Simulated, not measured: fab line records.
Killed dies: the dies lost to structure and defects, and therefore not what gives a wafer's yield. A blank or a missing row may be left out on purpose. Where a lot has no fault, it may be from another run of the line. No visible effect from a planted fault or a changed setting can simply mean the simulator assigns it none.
Matching of chambers -- flow sky130 -- SKY_VIA2_CMP_02 on cmp-01: 4 sister chambers
The step polishes SiO2. 8 wafers are shown with their chamber, then 12 later ones without.

## WAFERS, EACH WITH ITS CHAMBER
wafer,chamber,motorCurrentA (A),platenRpm (rpm)
L084.2,3,11.3,60.11
L084.6,2,8.9,60.03
L086.2,0,10.5,59.95
L086.4,1,11.5,59.99
L086.5,2,8.8,60.04
L088.1,0,9.7,60.02
L088.4,1,11.6,60.00
L088.5,3,11.5,59.87

## WAFERS MISSING THEIR CHAMBER
wafer,motorCurrentA (A),platenRpm (rpm)
L091.1,11.7,59.98
L091.5,10.3,60.05
L091.6,12.0,59.98
L092.3,8.9,60.07
L092.5,11.3,60.09
L092.6,8.8,59.97
L096.3,10.1,60.00
L096.5,11.4,60.00
L096.6,10.4,60.04
L097.1,10.1,59.98
L097.3,11.5,60.00
L097.5,10.8,59.99

## WHICH CHAMBER EACH WENT THROUGH
wafer,from the rows above,in truth
L091.1,can't be placed: 1 or 3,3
L091.5,0,0
L091.6,can't be placed: 1 or 3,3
L092.3,2,2
L092.5,can't be placed: 3 or 1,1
L092.6,2,2
L096.3,0,0
L096.5,can't be placed: 3 or 1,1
L096.6,0,0
L097.1,0,0
L097.3,can't be placed: 1 or 3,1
L097.5,can't be placed: 3 or 0 or 1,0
Correctly placed: 6 of 12. Unplaceable from these rows: 6, with the true chamber sitting among the candidates in 6. Placed wrongly: 0.
How it was worked out, from the rows above alone: a wafer's distance from a chamber is the root of the sum, over the readings, of the square of ((its reading less the chamber's mean) divided by the reading's scatter). The wafer belongs to the nearest chamber; if the next one is less than 2 further off, it can't be placed. The mean given for a chamber averages the wafers shown for that chamber. The scatter: the root of (the sum of the squares of (reading less its chamber's mean) over the shown wafers, divided by (wafers less chambers)).
